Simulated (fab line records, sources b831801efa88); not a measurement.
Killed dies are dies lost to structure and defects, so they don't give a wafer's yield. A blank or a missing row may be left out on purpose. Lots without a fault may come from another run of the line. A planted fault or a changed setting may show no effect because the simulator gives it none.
A struck lot beside a sound one | flow sky130 | 32 steps out of a route of 708
Sound: wafers L504.1, L504.4, L504.5. Struck: wafers L515.2, L515.3, L515.5. The cause comes at the end.
At each step with rows: each side's tool, then ch and its chambers, then its first start. Under that, the readings that differ: sound wafers | struck wafers | difference of the means | sigmas: that difference in standard deviations of wafers without a fault.
alike: readings whose means differ by less than 2 such deviations, and words and numbers that are the same on both sides. not compared: withheld readings, readings that some wafer has no value for, bounds like >300 that may hide the same value, and numbers for which the record gives no deviation and whose values overlap.
The two part at a step that has a row with sigmas, a row that says differs or no value, or rows on one side only. Numbers that don't overlap but have no deviation are shown without sigmas and don't part them. A reading that every wafer of one side lacks parts them only if that side has two wafers or more.

first, 1 step without rows for these wafers: SKY_VIA1_ETCH_15 (etches SiO2 in C4F8/O2/Ar, stops on TiN, target depth 351 nm, time 54 s).
SKY_VIA1_STRIP_16: strips in O2/N2.
  sound on plasma_asher-03 ch 0,1, day 34 04:35; struck on plasma_asher-04 ch 0,1, day 37 20:38
  alike: chamber_pressure_mTorr, drypump_motor_current_A, oes_product_au, strip_time_to_endpoint_s
  not compared: rf_hours_counter_h
then, 5 steps without rows for these wafers: SKY_VIA1_STRIP_17 (strips in post etch residue remover, time 1200 s); SKY_VIA1_CLEAN_18 (cleans in IPA, time 180 s); SKY_VIA1_CLEAN_19 (cleans in O3/DIW); SKY_VIA1_SPUTTER_20 (material TiN, target thk 20 nm, time 80 s); SKY_VIA1_CVD_21 (deposits W, target thk 270 nm, time 80.902 s).
SKY_VIA1_RS_MEAS_22: measures by four-point-probe.
  sound on film_metro-01, day 34 05:23; struck on film_metro-02, day 37 21:24
  alike: VIA1_W_RS
SKY_VIA1_THK_MEAS_23: measures by xrf.
  sound on film_metro-01, day 34 05:30; struck on film_metro-02, day 37 21:31
  alike: VIA1_W_THK
SKY_VIA1_CMP_24: polishes, stops on SiO2, t overpolish 15 s, target thk 0 nm.
  sound on cmp-01 ch 0,1,2, day 34 05:37; struck on cmp-01 ch 1,2,3, day 37 21:37
  alike: edge_zone_pressure_frac, motor_current_A, overpolish_run_s, time_to_endpoint_s
then, 2 steps without rows for these wafers: SKY_METAL2_SPUTTER_00 (material Ti, target thk 15 nm, time 10 s); SKY_METAL2_SPUTTER_01 (material TiN, target thk 20 nm, time 16.7 s).
SKY_METAL2_SPUTTER_02: material AlCu, target thk 250 nm, time 13.3 s.
  sound on pvd_sputter-03, day 34 05:55; struck on pvd_sputter-03, day 37 21:55
  reading                                     | sound           | struck          | difference | sigmas
  model.AlCu_of_METAL2_SPUTTER_02.thk_nm (nm) | 246.8 248 246.1 | 324.2 322 318.6 | +74.6      |
  alike: throttle_valve_pct
then, 2 steps without rows for these wafers: SKY_METAL2_SPUTTER_03 (material Ti, target thk 5 nm, time 3.3 s); SKY_METAL2_SPUTTER_04 (material TiN, target thk 70 nm, time 58.3 s).
SKY_METAL2_RS_MEAS_05: measures by four-point-probe.
  sound on film_metro-04, day 34 06:00; struck on film_metro-02, day 37 22:01
  reading                 | sound                | struck               | difference | sigmas
  METAL2_ALCU_RS (ohm/sq) | 0.1282 0.1278 0.1289 | 0.0971 0.0978 0.0990 | -0.0303    | -20
SKY_METAL2_THK_MEAS_06: measures by xrf.
  sound on film_metro-04, day 34 06:07; struck on film_metro-02, day 37 22:08
  reading              | sound       | struck      | difference | sigmas
  METAL2_ALCU_THK (nm) | 247 247 245 | 324 317 317 | +73        | +24
then, 8 steps without rows for these wafers: SKY_METAL2_DEHYDRATE_07 (time 60 s); SKY_METAL2_HMDS_08 (prime time 60 s); SKY_METAL2_COAT_09 (resist thk 60 nm); SKY_METAL2_COAT_10 (resist thk 450 nm); SKY_METAL2_SOFTBAKE_11 (time 90 s); SKY_METAL2_EXPOSE_12 (exposes mask MM2, target cd 140 nm); SKY_METAL2_PEB_13; SKY_METAL2_DEVELOP_14 (develop time 60 s).
SKY_METAL2_CD_MEAS_15: target cd 140 nm.
  sound on cd_sem-02, day 35 07:31; struck on cd_sem-02, day 38 23:29
  reading    | sound             | struck            | difference | sigmas
  cd_nm (nm) | 144.0 142.7 143.6 | 137.7 139.7 138.8 | -4.7       | -3
SKY_METAL2_OVL_MEAS_16:
  sound on overlay-01, day 35 07:38; struck on overlay-02, day 38 23:35
  alike: METAL2_OVL
SKY_METAL2_DESCUM_17: chemistry O2, time 8 s.
  sound on rie_metal-03 ch 0,1, day 35 07:40; struck on rie_metal-03 ch 0,1, day 38 23:37
  alike: chamber_pressure_mTorr, drypump_motor_current_A, oes_product_au, temp_c
  not compared: rf_hours_counter_h
SKY_METAL2_ETCH_18: etches BARC in N2/H2, stops on SiO2, time 45.9 s, target depth 60 nm.
  sound on rie_metal-03 ch 0,1, day 35 07:42; struck on rie_metal-03 ch 0,1, day 38 23:39
  alike: chamber_pressure_mTorr, drypump_motor_current_A, oes_product_au, throttle_valve_pct
  not compared: rf_hours_counter_h
SKY_METAL2_METAL_ETCH_19: etches the open film in Cl2/BCl3, stops on SiO2, target depth 360 nm, time 78 s.
  sound on rie_metal-03 ch 0,1, day 35 07:46; struck on rie_metal-03 ch 0,1, day 38 23:43
  reading               | sound             | struck            | difference | sigmas
  oes_product_au (a.u.) | 0.852 0.854 0.851 | 0.907 0.909 0.904 | +0.054     | +9
  alike: chamber_pressure_mTorr, drypump_motor_current_A, mfc_cl2_sccm, throttle_valve_pct
  not compared: rf_hours_counter_h
SKY_METAL2_STRIP_20: strips in O2/N2.
  sound on plasma_asher-02 ch 0,1, day 35 07:52; struck on plasma_asher-04 ch 1, day 38 23:48
  alike: chamber_pressure_mTorr, drypump_motor_current_A, oes_product_au, strip_time_to_endpoint_s
  not compared: rf_hours_counter_h
-- the record jumps here: 10 days lie between the struck wafers' starts before and after (it left off in module METAL2 and takes up again in module PAD_OPEN, whose first step shown is number 708 of the route) --
SKY_PAD_OPEN_PROBE_99:
  sound on prober-02, day 45 22:59; struck on prober-02, day 48 22:08
  reading                      | sound                | struck                 | difference | sigmas
  model.etest.met2.line_ohm_um | 0.914 0.9057 0.9001  | 0.7037 0.689 0.7009    | -0.2087    |
  model.etest.met2.rs_ohm_sq   | 0.1304 0.1303 0.1304 | 0.09927 0.09892 0.1006 | -0.03077   |
  alike: defect_limited_yield, killed_at_M0_to_M3, killed_at_M4_up, killed_at_contacts, killed_at_front_end, killed_at_other, killed_dies, killed_open, killed_short, sort_bin_3_pad_short, sort_bin_5_function, sort_bin_6_memory, sort_n_pass, sort_yield_pct

WHERE THEY PART
First at SKY_METAL2_RS_MEAS_05; last, within this record, at SKY_METAL2_METAL_ETCH_19. Later steps at which nothing parts them and some readings are alike: SKY_METAL2_STRIP_20, SKY_PAD_OPEN_PROBE_99.

WHY: what the simulator had put in
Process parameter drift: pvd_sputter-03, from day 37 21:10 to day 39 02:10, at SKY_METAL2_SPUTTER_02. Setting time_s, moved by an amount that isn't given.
